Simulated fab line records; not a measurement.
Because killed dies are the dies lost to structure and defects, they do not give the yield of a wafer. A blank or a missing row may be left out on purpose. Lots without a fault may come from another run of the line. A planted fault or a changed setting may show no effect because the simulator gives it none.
A struck lot beside a sound one -- flow sfq line -- 15 steps out of a route of 325
Sound: the wafers L990.2, L990.5, L990.6. Wafers struck: L992.1, L992.6. The cause comes at the end.
Per side, at each step with rows, come the tool, then ch with its chambers, and then its first start. Under that, the readings that differ: sound wafers -- struck wafers -- difference of the means -- sigmas: that difference in standard deviations of wafers without a fault.
alike: same words and numbers on both sides, and readings whose means sit less than 2 such deviations apart. not compared: any withheld reading, any reading some wafer has no value for, any bound like >300 that may hide the same value, and any number with overlapping values for which the record gives no deviation.
Wherever a step has rows on one side only, a row that says differs or no value, or a row with sigmas, the two part there. Numbers that have no deviation but don't overlap get no sigmas and don't part them. A reading that every wafer of one side lacks parts them only if that side has two wafers or more.

first, 1 step without rows for these wafers: SFQ_TRILAYER_M7_STRIP_SOLV_CLEAN_182 (cleans in NMP, time 600 s).
SFQ_TRILAYER_I7_DEP_PECVD_183: deposits SiO2 from SiH4/N2O, time 111.11 s, target thk 500 nm.
  sound on pecvd-02 ch 0,1,2, day 74 02:59; struck on pecvd-01 ch 1,2, day 74 14:40
  alike: heater power w, showerhead vpp V, throttle valve pct
SFQ_TRILAYER_I7_CMP_CMP_184: polishes SiO2.
  sound on cmp-02 ch 0,1,2, day 74 05:07; struck on cmp-01 ch 0, day 74 17:37
  alike: motor current A, time to endpoint s
SFQ_I7_BOW_MEAS_946:
  sound on film metro-02, day 74 07:08; struck on film metro-03, day 74 20:37
  alike: I7_BOW
SFQ_TRILAYER_I7_METRO_MEASURE_185:
  sound on film metro-02, day 74 07:26; struck on film metro-03, day 74 20:44
  alike: thk nm
then, 6 steps without rows for these wafers: SFQ_TRILAYER_I7_VIA_LITHO_COAT_192 (resist thk 62 nm); SFQ_TRILAYER_I7_VIA_LITHO_COAT_187 (resist thk 650 nm); SFQ_TRILAYER_I7_VIA_LITHO_SOFTBAKE_191; SFQ_TRILAYER_I7_VIA_LITHO_EXPOSE_188 (exposes mask I7, target cd 1000 nm); SFQ_TRILAYER_I7_VIA_LITHO_PEB_190 (peb time 60 s); SFQ_TRILAYER_I7_VIA_LITHO_DEVELOP_189 (time 60 s).
-- the record jumps here: 4 days lie between the struck wafers' starts before and after --
SFQ_I7_OVL_MEAS_947:
  sound on overlay-02, day 78 21:11; struck on overlay-02, day 79 06:37
  alike: I7_OVL
SFQ_TRILAYER_I7_VIA_BARC_OPEN_VIA_ETCH_260: etches BARC in O2, target depth 125 nm, time 41.7 s.
  sound on rie diel-02 ch 2,3, day 78 21:13; struck on rie diel-02 ch 0,1, day 79 06:39
reading,sound,struck,difference,sigmas
model.KrF_of_TRILAYER_I7_VIA_LITHO_COAT_187.thk nm (nm),571.8 571.1 572.9,597.7 595.8,+24.8,
  alike: drypump motor current A, oes product au
  not compared: rf hours counter h
SFQ_TRILAYER_I7_VIA_ETCH_VIA_ETCH_190: etches SiO2 in CHF3, stops on Nb, target depth 260 nm.
  sound on rie diel-02 ch 2,3, day 78 21:16; struck on rie diel-02 ch 0,1, day 79 06:41
reading,sound,struck,difference,sigmas
model.KrF_of_TRILAYER_I7_VIA_LITHO_COAT_187.thk nm (nm),527.3 526.7 528.2,553.3 550.7,+24.6,
  alike: drypump motor current A, oes product au
SFQ_TRILAYER_I7_VIA_STRIP_STRIP_191: strips in O2.
  sound on rie metal-01 ch 0,1, day 78 21:22; struck on rie metal-02 ch 1, day 79 06:48
  alike: drypump motor current A, oes product au
  not compared: rf hours counter h

== WHERE THEY PART ==
Nowhere in this record.

WHY: whatever the simulator had introduced
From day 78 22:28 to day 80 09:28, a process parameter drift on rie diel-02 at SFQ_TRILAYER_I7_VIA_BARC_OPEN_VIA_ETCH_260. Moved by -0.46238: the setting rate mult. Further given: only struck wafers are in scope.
